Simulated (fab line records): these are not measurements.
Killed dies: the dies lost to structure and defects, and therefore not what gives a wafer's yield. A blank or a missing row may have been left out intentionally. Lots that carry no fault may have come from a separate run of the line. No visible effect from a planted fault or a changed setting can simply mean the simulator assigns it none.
One fault seen from 2 desks | flow gf180mcu | each desk has only its own numbers; what lay behind them comes last

## AT THE METROLOGY DESK
Means of the sampled wafers that have a number, per lot and without regard to the tool the lot ran on: this is what the gauges read. The brackets show how far a lot's mean lies from the usual mean; more than 4 standard deviations puts the lot out of limits, marked OUT.
Columns: A = cd nm at GF_TOP_METAL_CD_MEAS_14, usual 440.2 nm; B = TOP_METAL_OVL at GF_TOP_METAL_OVL_MEAS_15, usual 0.1 nm; C = PASSIVATION_CVD_00_THK at GF_PASSIVATION_THK_MEAS_01, usual 1002 nm; D = PASSIVATION_CVD_02_THK at GF_PASSIVATION_THK_MEAS_03, usual 695 nm
lot  | first seen here | A     | B    | C    | D
L226 | day 28 01:59    | 440.3 | -0.8 | 986  | 687
L228 | day 28 13:04    | 435.2 | -1.2 | 982  | 690
L241 | day 32 12:47    | 437.2 | 1.3  | 1011 | 728
L242 | day 32 13:01    | 438.8 | 0.9  | 1004 | 698
L243 | day 32 23:02    | 435.3 | -0.0 | 1012 | 719
L249 | day 34 07:06    | 441.9 | -0.5 | 994  | 706
Finding of this desk: none of the 6 lots has anything out of limits.

## THE TOOL OWNER'S DESK: pecvd-04
The tool's own readings at GF_PASSIVATION_CVD_02 (deposits Si3N4, target thk 700 nm, time 486.18 s): means of the sampled wafers that have a number, for each lot that ran on this tool. The brackets show how far a lot's mean lies from the usual mean; more than 4 standard deviations puts the lot out of limits, marked OUT.
Columns: A = heater power outer w at GF_PASSIVATION_CVD_02, usual 425 W; B = heater power w at GF_PASSIVATION_CVD_02, usual 708 W; C = rf fwd power W at GF_PASSIVATION_CVD_02, usual 449.3 W
lot  | first seen here | A   | B   | C
L228 | day 28 14:02    | 415 | 695 | 448.9
L241 | day 32 13:52    | 431 | 711 | 520.0 (+54) OUT
L243 | day 33 00:08    | 393 | 672 | 520.9 (+55) OUT
This desk's finding: out of limits on L241, L243; first on L241, day 32 13:52 (rf fwd power W at GF_PASSIVATION_CVD_02). Within limits: L228.

## PUT TOGETHER
On L241, L243, at day 32 13:52, an alarm was possible from the tool owner's desk.
Nothing out of limits was seen by the metrology desk.
The metrology desk holds a record of L241, L243, inside its limits.
Of the lots named, all ran GF_PASSIVATION_CVD_02 on pecvd-04.

## WHAT THE SIMULATOR HAD INSERTED
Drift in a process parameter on pecvd-04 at GF_PASSIVATION_CVD_02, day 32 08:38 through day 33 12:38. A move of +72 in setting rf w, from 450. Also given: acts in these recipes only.
Shown lots that were struck: L241, L243.
How many hours passed from the start of the fault until each desk's first out-of-limits reading: the tool owner's desk, 5.
